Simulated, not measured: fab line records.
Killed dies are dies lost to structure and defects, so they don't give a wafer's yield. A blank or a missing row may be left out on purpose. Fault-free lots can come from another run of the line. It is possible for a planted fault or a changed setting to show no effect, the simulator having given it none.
Struck lot and sound lot, side by side || flow sky130 || 22 out of 708 route steps
Sound: these wafers, L729.2, L729.3, L729.5. Struck: wafers L736.1, L736.4, L736.6. The cause is named last.
Per side, at each step with rows, come the tool, then ch with its chambers, and then its first start. Under that, the readings that differ: sound wafers || struck wafers || difference of the means || sigmas: that difference in standard deviations of wafers without a fault.
alike: a reading whose means differ by less than 2 such deviations, as well as words and numbers matching on both sides. not compared: withheld readings; readings where some wafer has no value; bounds like >300 that might hide an equal value; numbers whose values overlap and for which the record gives no deviation.
Wherever a step has rows on one side only, a row that says differs or no value, or a row with sigmas, the two part there. Numbers that have no deviation but don't overlap get no sigmas and don't part them. A reading missing from all wafers of one side parts the sides only when that side holds two or more wafers.

first, 8 steps without rows for these wafers: SKY_DNWELL_DEHYDRATE_00 (time 60 s); SKY_DNWELL_HMDS_01 (prime time 60 s); SKY_DNWELL_COAT_02 (resist thk 3000 nm); SKY_DNWELL_SOFTBAKE_03; SKY_DNWELL_EXPOSE_04 (exposes mask DNM, target cd 3000 nm); SKY_DNWELL_PEB_05; SKY_DNWELL_DEVELOP_06 (develop time 60 s); SKY_DNWELL_IMPLANT_07.
SKY_DNWELL_STRIP_08: strips in O2/N2.
  sound on plasma asher-02 ch 0, day 3 05:32; struck on plasma asher-02 ch 0,1, day 4 23:01
  alike: drypump motor current A, oes product au, strip time to endpoint s
  not compared: rf hours counter h
SKY_DNWELL_TW_MEAS_09:
  sound on film metro-04 at day 3 05:38; struck on film metro-04 at day 4 23:07
  alike: DNWELL_TW
then, 2 steps without rows for these wafers: SKY_PWDE_DEHYDRATE_00 (time 60 s); SKY_PWDE_HMDS_01 (prime time 60 s).
SKY_PWDE_COAT_02: resist thk 3000 nm.
  sound on litho track-02 ch 0, day 3 13:23; struck on litho track-01 ch 0, day 5 07:47
{"reading": "model.coat_of_PWDE_COAT_02.thk nm (nm)", "sound": "2998 2997 2997", "struck": "756 755.7 758.9", "difference": -2240, "sigmas": ""}
  alike: resist line temp C
then, 3 steps without rows for these wafers: SKY_PWDE_SOFTBAKE_03; SKY_PWDE_EXPOSE_04 (exposes mask PWDEM, target cd 840 nm); SKY_PWDE_PEB_05.
SKY_PWDE_DEVELOP_06: develop time 60 s.
  sound on litho track-02 ch 0; struck on litho track-01 ch 0
{"reading": "model.coat_of_PWDE_COAT_02.thk nm (nm)", "sound": "2994 2993 2993", "struck": "751.7 751.5 754.6", "difference": -2240.7, "sigmas": ""}
  alike: resist line temp C
SKY_PWDE_OVL_MEAS_07:
  sound on overlay-02 at day 3 21:58; struck on overlay-02 at day 5 16:23
  alike: PWDE_OVL
then, 1 step without rows for these wafers: SKY_PWDE_IMPLANT_08.
SKY_PWDE_STRIP_09: strips in O2/N2.
  sound on plasma asher-04 ch 0,1, day 3 22:08; struck on plasma asher-02 ch 0,1, day 5 16:34
{"reading": "oes product au (a.u.)", "sound": "0.725 0.726 0.722", "struck": "0.668 0.672 0.672", "difference": -0.054, "sigmas": -12}
{"reading": "strip time to endpoint s (s)", "sound": "36.89 36.89 36.87", "struck": "10.38 10.37 10.40", "difference": -26.50, "sigmas": "-99 or more"}
  alike: drypump motor current A
  not compared: rf hours counter h
SKY_PWDE_TW_MEAS_10:
  sound on film metro-03 at day 3 22:15; struck on film metro-02 at day 5 16:40
  alike: PWDE_TW
-- the record jumps here: 42 days lie between the struck wafers' starts before and after (it left off in module PWDE and takes up again in module PAD_OPEN, whose first step shown is number 708 of the route) --
SKY_PAD_OPEN_PROBE_99:
  only the struck wafers here have rows in the record (prober-01, day 47 19:39); the sound ones have none

WHERE THEY PART
First at SKY_PWDE_STRIP_09; last, within this record, at SKY_PAD_OPEN_PROBE_99.

WHY: whatever the simulator had introduced
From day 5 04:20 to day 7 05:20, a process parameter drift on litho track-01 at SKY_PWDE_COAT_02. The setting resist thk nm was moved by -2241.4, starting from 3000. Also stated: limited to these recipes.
